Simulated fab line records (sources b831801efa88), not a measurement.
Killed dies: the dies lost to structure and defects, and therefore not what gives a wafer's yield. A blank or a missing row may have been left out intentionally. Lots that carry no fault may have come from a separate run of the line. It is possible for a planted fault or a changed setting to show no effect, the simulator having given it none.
What tool caused it? :: flow gf180mcu :: 6 lots, 18 wafers sampled, at 3 steps of a route of 602

== WHAT THE GAUGES READ, wafer by wafer ==
GF_VT_IMPLANT_OVL_MEAS_29.
lot: L664
measured: day 7 04:08
on: overlay-01
VT_IMPLANT_02_OVL (nm): -0.5 -0.3 -1.0

lot: L670
measured: day 8 17:29
on: overlay-01
VT_IMPLANT_02_OVL (nm): - - -

lot: L677
measured: day 10 14:33
on: overlay-02
VT_IMPLANT_02_OVL (nm): 0.4 1.8 0.0

lot: L679
measured: day 11 02:32
on: overlay-02
VT_IMPLANT_02_OVL (nm): -0.6 0.3 0.2

lot: L681
measured: day 11 17:18
on: overlay-02
VT_IMPLANT_02_OVL (nm): 1.2 0.3 -1.1

lot: L683
measured: day 12 07:51
on: overlay-02
VT_IMPLANT_02_OVL (nm): -0.5 -2.1 0.0

== WHAT TOOL EACH LOT RAN ON (gives the tool, then ch and the chambers of the sampled wafers, and finally the start) ==
lot: L664
GF_STI_CMP_25: cmp-02 ch 1,2,3, day 2 09:19
GF_VT_IMPLANT_DEVELOP_28: litho track-03 ch 0, day 7 04:02

lot: L670
GF_STI_CMP_25: cmp-01 ch 0,1,2, day 3 15:43
GF_VT_IMPLANT_DEVELOP_28: litho track-03 ch 0, day 8 17:20

lot: L677
GF_STI_CMP_25: cmp-01 ch 2,3, day 5 03:18
GF_VT_IMPLANT_DEVELOP_28: litho track-04 ch 0, day 10 14:24

lot: L679
GF_STI_CMP_25: cmp-01 ch 1,2,3, day 5 14:07
GF_VT_IMPLANT_DEVELOP_28: litho track-02 ch 0, day 11 02:24

lot: L681
GF_STI_CMP_25: cmp-02 ch 1,2, day 6 01:16
GF_VT_IMPLANT_DEVELOP_28: litho track-04 ch 0, day 11 17:10

lot: L683
GF_STI_CMP_25: cmp-02 ch 0,1,2, day 6 11:01
GF_VT_IMPLANT_DEVELOP_28: litho track-04 ch 0, day 12 07:42
- GF_STI_CMP_25: polishes, stops on Si3N4, t overpolish 33 s, target thk 524.6 nm.
- GF_VT_IMPLANT_DEVELOP_28: develop time 60 s.

== THE ANSWER, worked out from the rows above alone ==
Rule: the usual values come from the lots themselves. The widest of any qualifying gaps counts: lots, ordered by their means at a reading, are off when they make up no more than a third of the lots, leave a main group of 4 or more, and stand apart from it by 3 or more times the standard deviation of that group's means. A main group whose means are all the same, to the digits that the tables above print for the reading, isn't used. Also off: a lot with no number at a reading for which 4 or more lots have one. Where the step has rows for the other lots, those lots are counted as sound.
Off: at GF_VT_IMPLANT_OVL_MEAS_29 (VT_IMPLANT_02_OVL), L670. Without a number there: L670. For the main group the mean is -0.1 nm and the standard deviation 0.56.
If a tool, at a process step before that reading, ran all the lots that are off and no sound lot after the first of them, it fits. The gauges at GF_VT_IMPLANT_OVL_MEAS_29 are tried like those tools. Undecided on this evidence; 2 tools fit (litho track-03 at GF_VT_IMPLANT_DEVELOP_28, overlay-01 at GF_VT_IMPLANT_OVL_MEAS_29).

== WHAT THE SIMULATOR PUT IN ==
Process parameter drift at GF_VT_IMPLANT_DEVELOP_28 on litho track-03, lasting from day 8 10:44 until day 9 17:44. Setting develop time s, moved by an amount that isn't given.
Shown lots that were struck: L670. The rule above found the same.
